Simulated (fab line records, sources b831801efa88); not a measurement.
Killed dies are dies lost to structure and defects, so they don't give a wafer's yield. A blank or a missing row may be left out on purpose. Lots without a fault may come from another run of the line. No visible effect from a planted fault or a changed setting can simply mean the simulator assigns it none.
fab line records | flow sky130
record: lots: 24 | wafers: 72 | lastDay: 50
route steps=708 shown LOCAL_INTERCONNECT@398 METAL1@434 METAL2@487
lots with no fault: from the same line, run without faults
startH: start of the lot's first displayed wafer, in hours after the record's first day | waitH: hours since the lot's step before | " unchanged from the row above | L1.1+2: a single row standing in for several wafers | - value missing, or start not given | * or withheld: withheld | < > ~ a bound
route shown NAME@n: a module of which the file shows steps, and the number in the route of the first | usual: mean/standard deviation taken from wafers without a fault | same: alike in all rows | chamber/n: place in a boat | sites: per-site readings | _std_site: the standard deviation of these | _edge_site: the outer-site mean with the inner-site mean subtracted | radiusMm: for every site, how far away it sits from the centre of the wafer | mask NAME#n: copy n | behind: the tool/chamber that last shaped the wafer | hold: why the lot went on hold/how many hours it stayed there/how the hold came to an end | device: which transistor (n, p or np) failed to switch | end of line: tests run on the same wafers once the route is complete | a step given without rows: its recipe and nothing more | killed: count of dies lost to structure and defects at first sort (not the wafer's yield) | map: a wafer's dies, x killed, . not, _ none there
set.NAME: the setting that was run; set.NAME@STEP: the one run at that earlier step | model.NAME: the simulator's own value behind a step, which no gauge read
one table for each step of the route and one row for each wafer, over a sample of lots
services: when a tool's chamber went out of use (startH, in hours from the record's first day, below 0 if earlier), for how many hours, and the reason
== steps ==
step: SKY_LOCAL_INTERCONNECT_CD_MEAS_11
recipe: targetCdNm: 170
usual: cdNm: 170.6/1.6
lot.wafer | tool     | chamber | startH | waitH | cdNm
L074.2    | cdSem-01 | -       | 691.86 | -     | 172.7
L074.4    | "        | -       | "      | "     | 172.6
L074.6    | "        | -       | "      | "     | 171.4
L076.1    | cdSem-01 | -       | 720.74 | -     | 170.7
L076.3    | "        | -       | "      | "     | 170.6
L076.5    | "        | -       | "      | "     | 172.2
L075.3    | cdSem-02 | -       | 727.18 | -     | 172.1
L075.4    | "        | -       | "      | "     | 172.2
L075.5    | "        | -       | "      | "     | 170.5
L078.1    | cdSem-01 | -       | 733.79 | -     | 171.7
L078.5    | "        | -       | "      | "     | 170.5
L078.6    | "        | -       | "      | "     | 171.5
L077.1    | cdSem-02 | -       | 739.29 | -     | 168.4
L077.4    | "        | -       | "      | "     | 172.4
L077.5    | "        | -       | "      | "     | 170.9
L079.2    | cdSem-01 | -       | 750.81 | -     | 169.8
L079.3    | "        | -       | "      | "     | 170.5
L079.4    | "        | -       | "      | "     | 168.7
L080.1    | cdSem-02 | -       | 754.89 | -     | 168.3
L080.2    | "        | -       | "      | "     | 169.1
L080.3    | "        | -       | "      | "     | 169.0
L081.2    | cdSem-02 | -       | 759.51 | -     | 170.3
L081.5    | "        | -       | "      | "     | 170.0
L081.6    | "        | -       | "      | "     | 170.7
L082.1    | cdSem-02 | -       | 766.81 | -     | 172.8
L082.2    | "        | -       | "      | "     | 171.9
L082.5    | "        | -       | "      | "     | 174.8
L083.3    | cdSem-01 | -       | 773.38 | -     | 171.2
L083.4    | "        | -       | "      | "     | 171.4
L083.6    | "        | -       | "      | "     | 169.8
L084.1    | cdSem-02 | -       | 793.14 | -     | 170.2
L084.4    | "        | -       | "      | "     | 170.2
L084.5    | "        | -       | "      | "     | 172.7
L085.4    | cdSem-01 | -       | 795.45 | -     | 168.6
L085.5    | "        | -       | "      | "     | 168.0
L085.6    | "        | -       | "      | "     | 169.3
L086.1    | cdSem-01 | -       | 795.74 | -     | 168.6
L086.3    | "        | -       | "      | "     | 169.9
L086.5    | "        | -       | "      | "     | 168.3
L087.1    | cdSem-02 | -       | 798.89 | -     | 168.9
L087.3    | "        | -       | "      | "     | 168.5
L087.6    | "        | -       | "      | "     | 169.3
L088.3    | cdSem-02 | -       | 809.73 | -     | 169.4
L088.5    | "        | -       | "      | "     | 170.7
L088.6    | "        | -       | "      | "     | 170.1
L090.1    | cdSem-02 | -       | 834.84 | -     | 168.6
L090.3    | "        | -       | "      | "     | 167.4
L090.5    | "        | -       | "      | "     | 166.9
L089.1    | cdSem-02 | -       | 836.14 | -     | 172.2
L089.2    | "        | -       | "      | "     | 173.3
L089.4    | "        | -       | "      | "     | 173.2
L091.4    | cdSem-02 | -       | 843.80 | -     | 169.2
L091.5    | "        | -       | "      | "     | 170.5
L091.6    | "        | -       | "      | "     | 171.5
L093.1    | cdSem-02 | -       | 850.14 | -     | 170.9
L093.2    | "        | -       | "      | "     | 171.1
L093.6    | "        | -       | "      | "     | 169.6
L094.3    | cdSem-02 | -       | 850.95 | -     | 170.6
L094.4    | "        | -       | "      | "     | 171.4
L094.6    | "        | -       | "      | "     | 171.3
L092.1    | cdSem-02 | -       | 852.54 | -     | 172.5
L092.3    | "        | -       | "      | "     | 170.8
L092.6    | "        | -       | "      | "     | 171.7
L096.1    | cdSem-02 | -       | 864.69 | -     | 170.5
L096.4    | "        | -       | "      | "     | 168.6
L096.6    | "        | -       | "      | "     | 170.8
L095.1    | cdSem-02 | -       | 866.69 | -     | 172.4
L095.2    | "        | -       | "      | "     | 171.9
L095.3    | "        | -       | "      | "     | 171.5
L097.2    | cdSem-02 | -       | 882.56 | -     | 170.3
L097.5    | "        | -       | "      | "     | 172.3
L097.6    | "        | -       | "      | "     | 170.2
step: SKY_METAL1_SPUTTER_00
recipe: material: Ti | targetThkNm: 15 | powerW: 3000 | timeS: 10 | chamberPressurePa: 0.4
usual: throttleValvePct: 30.4/1.5
lot.wafer | tool          | chamber | startH | waitH | throttleValvePct
L074.2    | pvdSputter-03 | -       | 722.61 | 0.2   | 32.7
L074.4    | "             | -       | "      | "     | 30.5
L074.6    | "             | -       | "      | "     | 32.7
L076.1    | pvdSputter-03 | -       | 750.90 | 0.1   | 32.4
L076.3    | "             | -       | "      | "     | 29.5
L076.5    | "             | -       | "      | "     | 32.3
L075.3    | pvdSputter-02 | -       | 756.91 | 0.2   | 27.9
L075.4    | "             | -       | "      | "     | 29.7
L075.5    | "             | -       | "      | "     | 29.4
L078.1    | pvdSputter-01 | -       | 764.65 | 0.2   | 30.1
L078.5    | "             | -       | "      | "     | 32.8
L078.6    | "             | -       | "      | "     | 30.5
L077.1    | pvdSputter-02 | -       | 770.29 | 0.2   | 29.4
L077.4    | "             | -       | "      | "     | 27.7
L077.5    | "             | -       | "      | "     | 28.0
L079.2    | pvdSputter-02 | -       | 780.70 | 0.1   | 27.8
L079.3    | "             | -       | "      | "     | 29.4
L079.4    | "             | -       | "      | "     | 29.4
L080.1    | pvdSputter-01 | -       | 783.77 | 0.1   | 30.4
L080.2    | "             | -       | "      | "     | 30.4
L080.3    | "             | -       | "      | "     | 30.3
L081.2    | pvdSputter-02 | -       | 788.45 | 0.2   | 29.7
L081.5    | "             | -       | "      | "     | 27.8
L081.6    | "             | -       | "      | "     | 29.3
L082.1    | pvdSputter-01 | -       | 795.67 | 0.2   | 30.4
L082.2    | "             | -       | "      | "     | 30.4
L082.5    | "             | -       | "      | "     | 33.2
L083.3    | pvdSputter-03 | -       | 801.46 | 0.1   | 30.7
L083.4    | "             | -       | "      | "     | 32.4
L083.6    | "             | -       | "      | "     | 32.2
L084.1    | pvdSputter-01 | -       | 820.40 | 0.2   | 32.9
L084.4    | "             | -       | "      | "     | 30.6
L084.5    | "             | -       | "      | "     | 33.2
L085.4    | pvdSputter-03 | -       | 821.76 | 0.1   | 32.3
L085.5    | "             | -       | "      | "     | 32.4
L085.6    | "             | -       | "      | "     | 29.6
L086.1    | pvdSputter-02 | -       | 821.88 | 0.2   | 29.6
L086.3    | "             | -       | "      | "     | 27.8
L086.5    | "             | -       | "      | "     | 29.5
L087.1    | pvdSputter-01 | -       | 824.77 | 0.1   | 30.8
L087.3    | "             | -       | "      | "     | 32.7
L087.6    | "             | -       | "      | "     | 30.4
L088.3    | pvdSputter-02 | -       | 834.57 | 0.1   | 27.8
L088.5    | "             | -       | "      | "     | 29.9
L088.6    | "             | -       | "      | "     | 29.6
L090.1    | pvdSputter-01 | -       | 863.89 | 0.2   | 30.6
L090.3    | "             | -       | "      | "     | 33.0
L090.5    | "             | -       | "      | "     | 33.0
L089.1    | pvdSputter-02 | -       | 865.31 | 0.2   | 29.7
L089.2    | "             | -       | "      | "     | 29.5
L089.4    | "             | -       | "      | "     | 29.3
L091.4    | pvdSputter-01 | -       | 871.62 | 0.2   | 33.2
L091.5    | "             | -       | "      | "     | 30.5
L091.6    | "             | -       | "      | "     | 30.4
L093.1    | pvdSputter-02 | -       | 879.97 | 0.2   | 29.8
L093.2    | "             | -       | "      | "     | 29.1
L093.6    | "             | -       | "      | "     | 29.6
L094.3    | pvdSputter-03 | -       | 880.28 | 0.2   | 30.6
L094.4    | "             | -       | "      | "     | 30.6
L094.6    | "             | -       | "      | "     | 29.5
L092.1    | pvdSputter-03 | -       | 882.01 | 0.2   | 30.8
L092.3    | "             | -       | "      | "     | 32.6
L092.6    | "             | -       | "      | "     | 30.7
L096.1    | pvdSputter-01 | -       | 894.37 | 0.1   | 30.5
L096.4    | "             | -       | "      | "     | 30.7
L096.6    | "             | -       | "      | "     | 30.5
L095.1    | pvdSputter-03 | -       | 896.77 | 0.1   | 33.0
L095.2    | "             | -       | "      | "     | 30.3
L095.3    | "             | -       | "      | "     | 32.3
L097.2    | pvdSputter-02 | -       | 910.22 | 0.2   | 29.4
L097.5    | "             | -       | "      | "     | 29.3
L097.6    | "             | -       | "      | "     | 29.8
step: SKY_METAL1_SPUTTER_01
recipe: material: TiN | targetThkNm: 20 | powerW: 6500 | timeS: 16.7 | chamberPressurePa: 0.4
usual: throttleValvePct: 30.4/1.5
lot.wafer | tool          | chamber | startH | waitH | throttleValvePct
L074.2    | pvdSputter-03 | -       | 722.63 | 0.0   | 32.8
L074.4    | "             | -       | "      | "     | 30.6
L074.6    | "             | -       | "      | "     | 32.5
L076.1    | pvdSputter-03 | -       | 750.92 | 0.0   | 32.4
L076.3    | "             | -       | "      | "     | 29.5
L076.5    | "             | -       | "      | "     | 32.4
L075.3    | pvdSputter-02 | -       | 756.93 | 0.0   | 27.8
L075.4    | "             | -       | "      | "     | 29.6
L075.5    | "             | -       | "      | "     | 29.6
L078.1    | pvdSputter-01 | -       | 764.68 | 0.0   | 30.4
L078.5    | "             | -       | "      | "     | 32.9
L078.6    | "             | -       | "      | "     | 30.7
L077.1    | pvdSputter-02 | -       | 770.31 | 0.0   | 29.3
L077.4    | "             | -       | "      | "     | 27.9
L077.5    | "             | -       | "      | "     | 27.8
L079.2    | pvdSputter-02 | -       | 780.72 | 0.0   | 28.1
L079.3    | "             | -       | "      | "     | 29.4
L079.4    | "             | -       | "      | "     | 29.5
L080.1    | pvdSputter-01 | -       | 783.79 | 0.0   | 30.5
L080.2    | "             | -       | "      | "     | 30.2
L080.3    | "             | -       | "      | "     | 30.3
L081.2    | pvdSputter-02 | -       | 788.47 | 0.0   | 29.0
L081.5    | "             | -       | "      | "     | 28.1
L081.6    | "             | -       | "      | "     | 29.9
L082.1    | pvdSputter-01 | -       | 795.69 | 0.0   | 30.1
L082.2    | "             | -       | "      | "     | 30.1
L082.5    | "             | -       | "      | "     | 33.0
L083.3    | pvdSputter-03 | -       | 801.48 | 0.0   | 30.4
L083.4    | "             | -       | "      | "     | 32.4
L083.6    | "             | -       | "      | "     | 32.6
L084.1    | pvdSputter-01 | -       | 820.43 | 0.0   | 33.0
L084.4    | "             | -       | "      | "     | 30.6
L084.5    | "             | -       | "      | "     | 33.0
L085.4    | pvdSputter-03 | -       | 821.78 | 0.0   | 32.3
L085.5    | "             | -       | "      | "     | 32.5
L085.6    | "             | -       | "      | "     | 29.5
L086.1    | pvdSputter-02 | -       | 821.90 | 0.0   | 29.4
L086.3    | "             | -       | "      | "     | 27.7
L086.5    | "             | -       | "      | "     | 29.5
L087.1    | pvdSputter-01 | -       | 824.79 | 0.0   | 30.5
L087.3    | "             | -       | "      | "     | 32.9
L087.6    | "             | -       | "      | "     | 30.5
L088.3    | pvdSputter-02 | -       | 834.59 | 0.0   | 28.1
L088.5    | "             | -       | "      | "     | 29.6
L088.6    | "             | -       | "      | "     | 29.6
L090.1    | pvdSputter-01 | -       | 863.92 | 0.0   | 30.4
L090.3    | "             | -       | "      | "     | 32.7
L090.5    | "             | -       | "      | "     | 33.0
L089.1    | pvdSputter-02 | -       | 865.33 | 0.0   | 29.7
L089.2    | "             | -       | "      | "     | 29.7
L089.4    | "             | -       | "      | "     | 29.4
L091.4    | pvdSputter-01 | -       | 871.64 | 0.0   | 32.8
L091.5    | "             | -       | "      | "     | 30.6
L091.6    | "             | -       | "      | "     | 30.6
L093.1    | pvdSputter-02 | -       | 879.99 | 0.0   | 29.7
L093.2    | "             | -       | "      | "     | 29.4
L093.6    | "             | -       | "      | "     | 29.5
L094.3    | pvdSputter-03 | -       | 880.30 | 0.0   | 30.4
L094.4    | "             | -       | "      | "     | 30.5
L094.6    | "             | -       | "      | "     | 29.6
L092.1    | pvdSputter-03 | -       | 882.03 | 0.0   | 30.5
L092.3    | "             | -       | "      | "     | 32.7
L092.6    | "             | -       | "      | "     | 30.4
L096.1    | pvdSputter-01 | -       | 894.40 | 0.0   | 30.3
L096.4    | "             | -       | "      | "     | 30.7
L096.6    | "             | -       | "      | "     | 30.5
L095.1    | pvdSputter-03 | -       | 896.79 | 0.0   | 32.4
L095.2    | "             | -       | "      | "     | 30.4
L095.3    | "             | -       | "      | "     | 32.1
L097.2    | pvdSputter-02 | -       | 910.25 | 0.0   | 29.4
L097.5    | "             | -       | "      | "     | 29.3
L097.6    | "             | -       | "      | "     | 29.6
step: SKY_METAL2_SPUTTER_04
recipe: material: TiN | targetThkNm: 70 | powerW: 6500 | timeS: 58.3 | chamberPressurePa: 0.4
usual: throttleValvePct: 30.8/1.2
lot.wafer | tool          | chamber | startH | waitH | throttleValvePct
L074.2    | pvdSputter-03 | -       | 780.56 | 0.0   | 29.3
L074.4    | "             | -       | "      | "     | 32.7
L074.6    | "             | -       | "      | "     | 32.8
L076.1    | pvdSputter-01 | -       | 804.80 | 0.0   | 32.6
L076.3    | "             | -       | "      | "     | 30.7
L076.5    | "             | -       | "      | "     | 30.4
L075.3    | pvdSputter-01 | -       | 811.21 | 0.0   | 30.4
L075.4    | "             | -       | "      | "     | 30.3
L075.5    | "             | -       | "      | "     | 33.1
L078.1    | pvdSputter-01 | -       | 817.04 | 0.0   | 30.4
L078.5    | "             | -       | "      | "     | 30.4
L078.6    | "             | -       | "      | "     | 30.2
L077.1    | pvdSputter-01 | -       | 822.15 | 0.0   | 32.8
L077.4    | "             | -       | "      | "     | 30.5
L077.5    | "             | -       | "      | "     | 30.5
L079.2    | pvdSputter-03 | -       | 832.15 | 0.0   | 30.5
L079.3    | "             | -       | "      | "     | 29.5
L079.4    | "             | -       | "      | "     | 33.0
L080.1    | pvdSputter-01 | -       | 833.80 | 0.0   | 33.1
L080.2    | "             | -       | "      | "     | 30.2
L080.3    | "             | -       | "      | "     | 30.5
L081.2    | pvdSputter-01 | -       | 838.75 | 0.0   | 30.5
L081.5    | "             | -       | "      | "     | 30.5
L081.6    | "             | -       | "      | "     | 30.5
L082.1    | pvdSputter-04 | -       | 847.41 | 0.0   | 29.8
L082.2    | "             | -       | "      | "     | 29.6
L082.5    | "             | -       | "      | "     | 29.6
L083.3    | pvdSputter-03 | -       | 852.69 | 0.0   | 32.2
L083.4    | "             | -       | "      | "     | 30.6
L083.6    | "             | -       | "      | "     | 32.5
L084.1    | pvdSputter-03 | -       | 872.03 | 0.0   | 29.7
L084.4    | "             | -       | "      | "     | 30.6
L084.5    | "             | -       | "      | "     | 32.3
L085.4    | pvdSputter-03 | -       | 872.76 | 0.0   | 32.0
L085.5    | "             | -       | "      | "     | 29.9
L085.6    | "             | -       | "      | "     | 30.7
L086.1    | pvdSputter-01 | -       | 873.01 | 0.0   | 30.4
L086.3    | "             | -       | "      | "     | 30.1
L086.5    | "             | -       | "      | "     | 32.6
L087.1    | pvdSputter-04 | -       | 878.80 | 0.0   | 28.6
L087.3    | "             | -       | "      | "     | 29.5
L087.6    | "             | -       | "      | "     | 30.3
L088.3    | pvdSputter-04 | -       | 889.22 | 0.0   | 29.5
L088.5    | "             | -       | "      | "     | 28.8
L088.6    | "             | -       | "      | "     | 29.6
L090.1    | pvdSputter-03 | -       | 919.15 | 0.0   | 32.4
L090.3    | "             | -       | "      | "     | 32.9
L090.5    | "             | -       | "      | "     | 30.5
L089.1    | pvdSputter-03 | -       | 920.10 | 0.0   | 32.9
L089.2    | "             | -       | "      | "     | 29.0
L089.4    | "             | -       | "      | "     | 32.1
L091.4    | pvdSputter-01 | -       | 926.80 | 0.0   | 30.4
L091.5    | "             | -       | "      | "     | 33.0
L091.6    | "             | -       | "      | "     | 30.5
L093.1    | pvdSputter-03 | -       | 933.69 | 0.0   | 29.4
L093.2    | "             | -       | "      | "     | 32.4
L093.6    | "             | -       | "      | "     | 32.4
L094.3    | pvdSputter-04 | -       | 934.31 | 0.0   | 30.0
L094.4    | "             | -       | "      | "     | 30.6
L094.6    | "             | -       | "      | "     | 29.5
L092.1    | pvdSputter-01 | -       | 935.50 | 0.0   | 30.4
L092.3    | "             | -       | "      | "     | 30.3
L092.6    | "             | -       | "      | "     | 30.5
L096.1    | pvdSputter-03 | -       | 947.25 | 0.0   | 32.1
L096.4    | "             | -       | "      | "     | 30.6
L096.6    | "             | -       | "      | "     | 32.3
L095.1    | pvdSputter-01 | -       | 949.04 | 0.0   | 30.2
L095.2    | "             | -       | "      | "     | 30.7
L095.3    | "             | -       | "      | "     | 30.3
L097.2    | pvdSputter-04 | -       | 961.65 | 0.0   | 30.0
L097.5    | "             | -       | "      | "     | 30.7
L097.6    | "             | -       | "      | "     | 29.6
step: SKY_METAL2_CD_MEAS_15
recipe: targetCdNm: 140
usual: cdNm: 139.7/1.8
lot.wafer | tool     | chamber | startH | waitH | cdNm
L074.2    | cdSem-01 | -       | 805.21 | -     | 139.9
L074.4    | "        | -       | "      | "     | 138.9
L074.6    | "        | -       | "      | "     | 140.6
L076.1    | cdSem-01 | -       | 828.14 | -     | 140.8
L076.3    | "        | -       | "      | "     | 140.2
L076.5    | "        | -       | "      | "     | 140.6
L075.3    | cdSem-02 | -       | 833.73 | -     | 140.8
L075.4    | "        | -       | "      | "     | 141.5
L075.5    | "        | -       | "      | "     | 139.8
L078.1    | cdSem-02 | -       | 839.79 | -     | 139.8
L078.5    | "        | -       | "      | "     | 142.0
L078.6    | "        | -       | "      | "     | 142.2
L077.1    | cdSem-02 | -       | 847.29 | -     | 135.3
L077.4    | "        | -       | "      | "     | 136.7
L077.5    | "        | -       | "      | "     | 136.1
L079.2    | cdSem-02 | -       | 859.11 | -     | 140.3
L079.3    | "        | -       | "      | "     | 141.9
L079.4    | "        | -       | "      | "     | 140.6
L080.1    | cdSem-02 | -       | 860.04 | -     | 138.4
L080.2    | "        | -       | "      | "     | 137.9
L080.3    | "        | -       | "      | "     | 137.8
L081.2    | cdSem-02 | -       | 865.06 | -     | 138.5
L081.5    | "        | -       | "      | "     | 137.8
L081.6    | "        | -       | "      | "     | 137.1
L082.1    | cdSem-02 | -       | 870.79 | -     | 140.5
L082.2    | "        | -       | "      | "     | 139.9
L082.5    | "        | -       | "      | "     | 139.7
L083.3    | cdSem-02 | -       | 879.20 | -     | 137.4
L083.4    | "        | -       | "      | "     | 138.4
L083.6    | "        | -       | "      | "     | 139.7
L084.1    | cdSem-01 | -       | 898.31 | -     | 141.5
L084.4    | "        | -       | "      | "     | 141.6
L084.5    | "        | -       | "      | "     | 141.2
L085.4    | cdSem-02 | -       | 899.00 | -     | 143.7
L085.5    | "        | -       | "      | "     | 143.2
L085.6    | "        | -       | "      | "     | 143.4
L086.1    | cdSem-02 | -       | 899.49 | -     | 140.8
L086.3    | "        | -       | "      | "     | 141.6
L086.5    | "        | -       | "      | "     | 140.9
L087.1    | cdSem-02 | -       | 903.86 | -     | 140.5
L087.3    | "        | -       | "      | "     | 142.5
L087.6    | "        | -       | "      | "     | 141.3
L088.3    | cdSem-02 | -       | 913.63 | -     | 138.9
L088.5    | "        | -       | "      | "     | 138.8
L088.6    | "        | -       | "      | "     | 137.3
L090.1    | cdSem-02 | -       | 943.09 | -     | 140.6
L090.3    | "        | -       | "      | "     | 140.5
L090.5    | "        | -       | "      | "     | 140.8
L089.1    | cdSem-02 | -       | 944.99 | -     | 138.2
L089.2    | "        | -       | "      | "     | 138.2
L089.4    | "        | -       | "      | "     | 138.9
L091.4    | cdSem-01 | -       | 952.05 | -     | 140.8
L091.5    | "        | -       | "      | "     | 139.8
L091.6    | "        | -       | "      | "     | 140.5
L093.1    | cdSem-02 | -       | 957.89 | -     | 137.1
L093.2    | "        | -       | "      | "     | 138.3
L093.6    | "        | -       | "      | "     | 137.8
L094.3    | cdSem-01 | -       | 958.78 | -     | 142.6
L094.4    | "        | -       | "      | "     | 142.1
L094.6    | "        | -       | "      | "     | 141.6
L092.1    | cdSem-01 | -       | 959.64 | -     | 138.1
L092.3    | "        | -       | "      | "     | 136.6
L092.6    | "        | -       | "      | "     | 137.1
L096.1    | cdSem-01 | -       | 971.44 | -     | 138.9
L096.4    | "        | -       | "      | "     | 138.3
L096.6    | "        | -       | "      | "     | 140.3
L095.1    | cdSem-01 | -       | 972.44 | -     | 137.8
L095.2    | "        | -       | "      | "     | 139.0
L095.3    | "        | -       | "      | "     | 139.9
L097.2    | cdSem-01 | -       | 985.66 | -     | 138.3
L097.5    | "        | -       | "      | "     | 136.0
L097.6    | "        | -       | "      | "     | 137.8
step: SKY_METAL2_STRIP_20
recipe: chemistry: O2/N2 | powerW: 1400 | pressureMtorr: 1500 | platenTempC: withheld | o2FlowSccm: 3000 | n2FlowSccm: 300 | overashFraction: 0.5
usual: drypumpMotorCurrentA: 5.8/0.35 | oesProductAu: 0.344/0.0049 | stripTimeToEndpointS: 2.73/0.035
lot.wafer | tool           | chamber | startH | waitH | drypumpMotorCurrentA | oesProductAu | rfHoursCounterH | stripTimeToEndpointS
L074.2    | plasmaAsher-04 | 1       | 805.53 | 0.1   | 5.3                  | 0.338        | 6               | 2.71
L074.4    | "              | 0       | "      | "     | 6.3                  | 0.345        | -               | 2.73
L074.6    | "              | 0       | "      | "     | 6.3                  | 0.345        | -               | 2.67
L076.1    | plasmaAsher-04 | 0       | 828.48 | 0.1   | 6.3                  | 0.343        | 8               | 2.70
L076.3    | "              | 1       | "      | "     | 5.2                  | 0.339        | -               | 2.74
L076.5    | "              | 1       | "      | "     | 5.3                  | 0.347        | -               | 2.74
L075.3    | plasmaAsher-03 | 1       | 834.07 | 0.1   | 5.8                  | 0.341        | -               | 2.70
L075.4    | "              | 0       | "      | "     | 5.9                  | 0.346        | -               | 2.76
L075.5    | "              | 0       | "      | "     | 5.8                  | 0.339        | -               | 2.72
L078.1    | plasmaAsher-04 | 1       | 840.13 | 0.1   | 5.3                  | 0.339        | 9               | 2.66
L078.5    | "              | 1       | "      | "     | 5.3                  | 0.348        | -               | 2.67
L078.6    | "              | 0       | "      | "     | 6.3                  | 0.343        | -               | 2.71
L077.1    | plasmaAsher-01 | 0       | 847.63 | 0.1   | 5.4                  | 0.347        | 103             | 2.73
L077.4    | "              | 1       | "      | "     | 5.8                  | 0.344        | -               | 2.68
L077.5    | "              | 1       | "      | "     | 5.8                  | 0.344        | -               | 2.77
L079.2    | plasmaAsher-03 | 1       | 859.43 | 0.1   | 5.7                  | 0.345        | 71              | 2.72
L079.3    | "              | 1       | "      | "     | 5.8                  | 0.349        | -               | 2.76
L079.4    | "              | 0       | "      | "     | 5.9                  | 0.352        | -               | 2.77
L080.1    | plasmaAsher-01 | 0       | 860.38 | 0.1   | 5.4                  | 0.350        | 105             | 2.73
L080.2    | "              | 1       | "      | "     | 5.8                  | 0.344        | 105             | 2.72
L080.3    | "              | 0       | "      | "     | 5.4                  | 0.340        | -               | 2.73
L081.2    | plasmaAsher-03 | 0       | 865.38 | 0.1   | 5.9                  | 0.349        | 71              | 2.72
L081.5    | "              | 0       | "      | "     | 5.9                  | 0.343        | -               | 2.71
L081.6    | "              | 1       | "      | "     | 5.8                  | 0.345        | -               | 2.71
L082.1    | plasmaAsher-04 | 0       | 871.13 | 0.1   | 6.3                  | 0.353        | 12              | 2.69
L082.2    | "              | 1       | "      | "     | 5.2                  | 0.347        | 12              | 2.67
L082.5    | "              | 0       | "      | "     | 6.3                  | 0.337        | -               | 2.69
L083.3    | plasmaAsher-04 | 1       | 879.53 | 0.1   | 5.2                  | 0.351        | -               | 2.76
L083.4    | "              | 0       | "      | "     | 6.3                  | 0.344        | -               | 2.69
L083.6    | "              | 1       | "      | "     | 5.2                  | 0.338        | -               | 2.69
L084.1    | plasmaAsher-04 | 1       | 898.65 | 0.1   | 5.2                  | 0.338        | 15              | 2.77
L084.4    | "              | 1       | "      | "     | 5.2                  | 0.342        | -               | 2.78
L084.5    | "              | 0       | "      | "     | 6.3                  | 0.338        | -               | 2.75
L085.4    | plasmaAsher-03 | 0       | 899.32 | 0.1   | 5.9                  | 0.342        | -               | 2.68
L085.5    | "              | 0       | "      | "     | 5.9                  | 0.347        | -               | 2.67
L085.6    | "              | 1       | "      | "     | 5.8                  | 0.338        | -               | 2.73
L086.1    | plasmaAsher-04 | 0       | 899.83 | 0.1   | 6.3                  | 0.339        | 16              | 2.77
L086.3    | "              | 0       | "      | "     | 6.3                  | 0.356        | -               | 2.78
L086.5    | "              | 0       | "      | "     | 6.3                  | 0.339        | -               | 2.77
L087.1    | plasmaAsher-03 | 0       | 904.20 | 0.1   | 5.9                  | 0.347        | 75              | 2.70
L087.3    | "              | 0       | "      | "     | 5.9                  | 0.349        | -               | 2.69
L087.6    | "              | 0       | "      | "     | 5.9                  | 0.349        | -               | 2.77
L088.3    | plasmaAsher-01 | 1       | 913.97 | 0.1   | 5.9                  | 0.335        | -               | 2.75
L088.5    | "              | 1       | "      | "     | 5.8                  | 0.337        | -               | 2.74
L088.6    | "              | 0       | "      | "     | 5.4                  | 0.349        | -               | 2.74
L090.1    | plasmaAsher-04 | 1       | 943.43 | 0.1   | 5.3                  | 0.337        | 20              | 2.68
L090.3    | "              | 1       | "      | "     | 5.2                  | 0.340        | -               | 2.73
L090.5    | "              | 1       | "      | "     | 5.3                  | 0.343        | -               | 2.72
L089.1    | plasmaAsher-01 | 1       | 945.33 | 0.1   | 5.8                  | 0.348        | 113             | 2.82
L089.2    | "              | 0       | "      | "     | 5.4                  | 0.347        | 113             | 2.72
L089.4    | "              | 0       | "      | "     | 5.4                  | 0.346        | -               | 2.78
L091.4    | plasmaAsher-01 | 1       | 952.40 | 0.1   | 5.8                  | 0.349        | -               | 2.74
L091.5    | "              | 0       | "      | "     | 5.4                  | 0.351        | -               | 2.73
L091.6    | "              | 1       | "      | "     | 5.9                  | 0.346        | -               | 2.71
L093.1    | plasmaAsher-03 | 1       | 958.23 | 0.1   | 5.8                  | 0.346        | 80              | 2.79
L093.2    | "              | 0       | "      | "     | 5.9                  | 0.346        | 80              | 2.70
L093.6    | "              | 0       | "      | "     | 5.8                  | 0.350        | -               | 2.70
L094.3    | plasmaAsher-03 | 1       | 959.12 | 0.1   | 5.7                  | 0.354        | -               | 2.78
L094.4    | "              | 0       | "      | "     | 5.9                  | 0.335        | -               | 2.75
L094.6    | "              | 0       | "      | "     | 5.9                  | 0.346        | -               | 2.79
L092.1    | plasmaAsher-04 | 1       | 959.98 | 0.1   | 5.3                  | 0.340        | 21              | 2.68
L092.3    | "              | 1       | "      | "     | 5.2                  | 0.347        | -               | 2.73
L092.6    | "              | 0       | "      | "     | 6.3                  | 0.339        | -               | 2.68
L096.1    | plasmaAsher-03 | 0       | 971.78 | 0.1   | 5.9                  | 0.342        | 82              | 2.76
L096.4    | "              | 0       | "      | "     | 5.9                  | 0.347        | -               | 2.74
L096.6    | "              | 1       | "      | "     | 5.8                  | 0.343        | -               | 2.77
L095.1    | plasmaAsher-01 | 1       | 972.78 | 0.1   | 5.8                  | 0.345        | 116             | 2.70
L095.2    | "              | 0       | "      | "     | 5.4                  | 0.342        | 116             | 2.71
L095.3    | "              | 0       | "      | "     | 5.4                  | 0.340        | -               | 2.70
L097.2    | plasmaAsher-01 | 0       | 985.98 | 0.1   | 5.5                  | 0.345        | 117             | 2.67
L097.5    | "              | 1       | "      | "     | 5.8                  | 0.347        | -               | 2.76
L097.6    | "              | 0       | "      | "     | 5.5                  | 0.338        | -               | 2.68
== services ==
tool           | chamber | startH | hours | kind
pvdSputter-04  | -       | 703.81 | 2.1   | repair
pvdSputter-03  | 1       | 704.16 | -     | consumableReplace:kit
pvdSputter-03  | 1       | 704.16 | 18.0  | scheduledDown
pvdSputter-03  | 1       | 704.16 | 18.0  | ventCycle
plasmaAsher-01 | -       | 704.36 | 2.3   | repair
plasmaAsher-01 | -       | 721.53 | 4.0   | repair
plasmaAsher-03 | -       | 721.92 | 3.1   | repair
plasmaAsher-04 | -       | 733.75 | 9.0   | pm
pvdSputter-02  | -       | 746.48 | 1.5   | repair
pvdSputter-01  | -       | 748.54 | 4.8   | repair
plasmaAsher-04 | -       | 751.25 | 2.8   | pm
pvdSputter-01  | -       | 752.33 | 1.5   | repair
plasmaAsher-04 | -       | 754.61 | 2.3   | repair
pvdSputter-03  | -       | 776.29 | 1.1   | repair
plasmaAsher-01 | -       | 799.02 | 3.8   | repair
pvdSputter-03  | -       | 801.65 | 2.0   | repair
pvdSputter-04  | -       | 817.15 | 10.1  | repair
pvdSputter-03  | 0       | 862.66 | -     | consumableReplace:kit
pvdSputter-01  | -       | 874.42 | 11.0  | repair
pvdSputter-02  | -       | 876.05 | 0.7   | repair
pvdSputter-01  | 3       | 931.40 | -     | consumableReplace:kit
pvdSputter-01  | 3       | 931.40 | 18.0  | scheduledDown
pvdSputter-01  | 3       | 931.40 | 18.0  | ventCycle
plasmaAsher-01 | -       | 954.32 | 1.4   | repair
== key ==
fault none
